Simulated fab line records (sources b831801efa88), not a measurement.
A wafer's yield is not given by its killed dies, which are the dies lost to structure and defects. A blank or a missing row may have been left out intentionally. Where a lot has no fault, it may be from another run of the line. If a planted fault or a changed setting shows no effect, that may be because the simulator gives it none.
Which tool was responsible?	flow sky130	12 lots with 36 wafers sampled at 6 steps, on a route of 708 steps

## WHAT THE GAUGES SHOWED, per wafer
SKY_FIELD_ISO_THK_MEAS_02.
lot	measured	on	FIELD_ISO_OXIDATION_00_THK (nm)
L993	day 1 11:38	film_metro-03	11.72 11.80 11.68
L995	day 1 22:29	film_metro-04	11.95 12.06 11.82
L998	day 2 13:59	film_metro-02	11.58 11.56 11.67
L105	day 4 01:10	film_metro-03	12.35 12.46 12.22
L106	day 4 05:19	film_metro-03	12.05 11.92 11.98
L107	day 4 09:38	film_metro-02	12.05 12.02 11.98
L108	day 4 15:10	film_metro-04	11.48 11.81 11.66
L110	day 5 00:47	film_metro-02	11.81 11.55 11.75
L112	day 5 11:29	film_metro-03	11.82 11.98 11.73
L113	day 5 15:50	film_metro-02	11.82 11.76 11.75
L115	day 6 04:19	film_metro-02	11.76 11.78 11.87
L116	day 6 08:37	film_metro-02	12.12 12.15 11.96

SKY_NWELL_THK_MEAS_02.
lot	measured	on	NWELL_OXIDATION_THK (nm)
L993	day 2 14:05	film_metro-04	9.77 9.79 9.67
L995	day 3 00:12	film_metro-03	9.95 10.11 10.02
L998	day 3 14:06	film_metro-03	9.77 10.00 9.71
L105	day 5 04:03	film_metro-01	9.76 10.10 9.88
L106	day 5 09:27	film_metro-01	9.79 9.59 9.61
L107	day 5 13:47	film_metro-04	10.11 10.16 10.07
L108	day 5 16:37	film_metro-04	9.52 9.68 9.66
L110	day 6 07:07	film_metro-03	10.09 10.21 10.32
L112	day 6 17:29	film_metro-01	9.96 10.04 10.04
L113	day 6 23:22	film_metro-01	10.12 9.98 10.01
L115	day 7 08:49	film_metro-01	9.96 9.99 9.94
L116	day 7 14:13	film_metro-03	9.83 9.74 9.64

SKY_VT_ADJUST_HVTP_CD_MEAS_07: the cd target is 380 nm.
lot	measured	on	cd_nm (nm)
L993	day 6 03:58	cd_sem-01	378 378 378
L995	day 6 16:31	cd_sem-02	379 378 378
L998	day 7 09:03	cd_sem-01	379 378 380
L105	day 9 07:04	cd_sem-02	384 385 385
L106	day 9 14:10	cd_sem-02	- - -
L107	day 9 17:52	cd_sem-02	- - -
L108	day 9 21:48	cd_sem-01	- - -
L110	day 10 15:55	cd_sem-02	383 383 384
L112	day 11 03:43	cd_sem-01	374 375 372
L113	day 11 14:00	cd_sem-01	380 378 381
L115	day 12 00:34	cd_sem-01	383 381 381
L116	day 12 05:54	cd_sem-02	382 379 382

SKY_VT_ADJUST_LVTN_TW_MEAS_10.
lot	measured	on	VT_ADJUST_LVTN_TW
L993	day 6 23:22	film_metro-04	244.3 243.7 243.5
L995	day 7 12:07	film_metro-02	239.9 239.7 240.8
L998	day 8 05:44	film_metro-02	240.7 240.1 237.6
L105	day 10 05:27	film_metro-04	244.5 244.1 243.5
L106	day 10 13:18	film_metro-02	1347.0 1339.2 1336.9 1342.8 1343.0 1341.9
L107	day 10 17:26	film_metro-01	1349.9 1355.3 1343.3 1345.1 1353.9 1342.8
L108	day 10 21:12	film_metro-04	1367.0 1365.0 1360.3 1365.5 1371.8 1368.8
L110	day 11 16:07	film_metro-04	243.3 242.8 242.6
L112	day 12 03:01	film_metro-04	243.6 244.8 244.8
L113	day 12 13:33	film_metro-04	243.8 243.3 243.7
L115	day 13 01:09	film_metro-02	239.5 240.3 239.6
L116	day 13 07:11	film_metro-01	242.8 241.0 240.7

## EACH LOT AND THE TOOL THAT RAN IT (in order: tool; ch and the chambers of the sampled wafers; start)
lot	SKY_FIELD_ISO_CMP_27	SKY_VT_ADJUST_HVTP_COAT_02
L993	cmp-01 ch 1,2, day 2 11:10	litho_track-02 ch 0, day 5 19:04
L995	cmp-02 ch 0,2,3, day 2 21:16	litho_track-03 ch 0, day 6 06:53
L998	cmp-02 ch 0,2, day 3 11:44	litho_track-03 ch 0, day 6 22:25
L105	cmp-02 ch 1,2,3, day 5 01:47	litho_track-04 ch 0, day 8 19:51
L106	cmp-02 ch 0,3, day 5 07:04	litho_track-03, day 9 03:34
L107	cmp-02 ch 0,1,2, day 5 09:57	litho_track-03, day 9 07:22
L108	cmp-01 ch 0,3, day 5 14:19	litho_track-04, day 9 11:21
L110	cmp-01 ch 0,2,3, day 6 02:54	litho_track-02 ch 0, day 10 04:50
L112	cmp-01 ch 0,3, day 6 14:24	litho_track-03 ch 0, day 10 15:40
L113	cmp-01 ch 0,1,2, day 6 19:01	litho_track-03 ch 0, day 11 02:10
L115	cmp-02 ch 1,2,3, day 7 06:21	litho_track-04 ch 0, day 11 13:03
L116	cmp-02 ch 0,2, day 7 10:47	litho_track-03 ch 0, day 11 17:40
- SKY_FIELD_ISO_CMP_27: polishes, stops on Si3N4, t overpolish 16 s, target thk 457.8 nm.
- SKY_VT_ADJUST_HVTP_COAT_02: resist thk 1140 nm.

## AS READ BY THE TOOLS THEMSELVES (means over the sampled wafers that have a number; for cases with no such wafer, the mark the record gives instead)
SKY_FIELD_ISO_CMP_27.
lot	tool	motor_current_A (A)	overpolish_run_s (s)	slurry_flow_ml_min	time_to_endpoint_s (s)
L993	cmp-01	13.3	15.992	149.8	109
L995	cmp-02	10.6	16.001	150.6	115
L998	cmp-02	9.9	16.006	149.8	113
L105	cmp-02	10.7	15.997	150.2	115
L106	cmp-02	11.5	16.003	149.8	113
L107	cmp-02	10.6	15.998	149.3	120
L108	cmp-01	13.3	16.005	150.1	106
L110	cmp-01	13.6	16.001	150.3	108
L112	cmp-01	13.5	15.992	150.1	111
L113	cmp-01	13.4	15.994	150.1	110
L115	cmp-02	11.1	15.998	149.9	114
L116	cmp-02	10.0	16.005	150.4	120

SKY_VT_ADJUST_HVTP_COAT_02.
lot	tool	chill_plate_temp_C (C)	dispense_pressure_kPa (kPa)
L993	litho_track-02	23.03	54.6
L995	litho_track-03	23.01	53.9
L998	litho_track-03	23.06	53.9
L105	litho_track-04	22.92	50.1
L106	litho_track-03	-	-
L107	litho_track-03	-	-
L108	litho_track-04	-	-
L110	litho_track-02	23.15	54.6
L112	litho_track-03	23.07	53.8
L113	litho_track-03	22.89	53.9
L115	litho_track-04	23.10	50.1
L116	litho_track-03	22.75	53.9

## THE ANSWER, worked out from the rows above alone
Rule: the usual values come from the lots themselves. Put in order of their means at a reading, lots are off if they are a third of the lots or fewer, leave a main group of 4 or more, and stand apart from it by a gap of 3 or more times the standard deviation of the main group's means; of several such gaps the widest counts. The tables above print the reading to a certain number of digits; a main group whose means all agree to those digits is not used. A lot without any number at a reading at which 4 lots or more have one is off too. The other lots that the step has rows for count as sound. The gauges are gone through in route order, then the tools' own readings, and for those a lot's mean is taken as printed above. At the first step where some lot is off, the reading lying furthest off is the one used; lots without a number count as furthest.
Off, at SKY_VT_ADJUST_HVTP_CD_MEAS_07 on cd_nm: L106, L107, L108. Without a number there: L106, L107, L108. Main group: mean 380 nm, sd 3.1.
If a tool, at a process step before that reading, ran all the lots that are off and no sound lot after the first of them, it fits. The gauges at SKY_VT_ADJUST_HVTP_CD_MEAS_07 aren't tried: what is off there is off at SKY_VT_ADJUST_LVTN_TW_MEAS_10 too, on other tools, and a gauge's error can't cause that. Not one of the candidates tried fits.

## WHAT WAS PUT IN BY THE SIMULATOR
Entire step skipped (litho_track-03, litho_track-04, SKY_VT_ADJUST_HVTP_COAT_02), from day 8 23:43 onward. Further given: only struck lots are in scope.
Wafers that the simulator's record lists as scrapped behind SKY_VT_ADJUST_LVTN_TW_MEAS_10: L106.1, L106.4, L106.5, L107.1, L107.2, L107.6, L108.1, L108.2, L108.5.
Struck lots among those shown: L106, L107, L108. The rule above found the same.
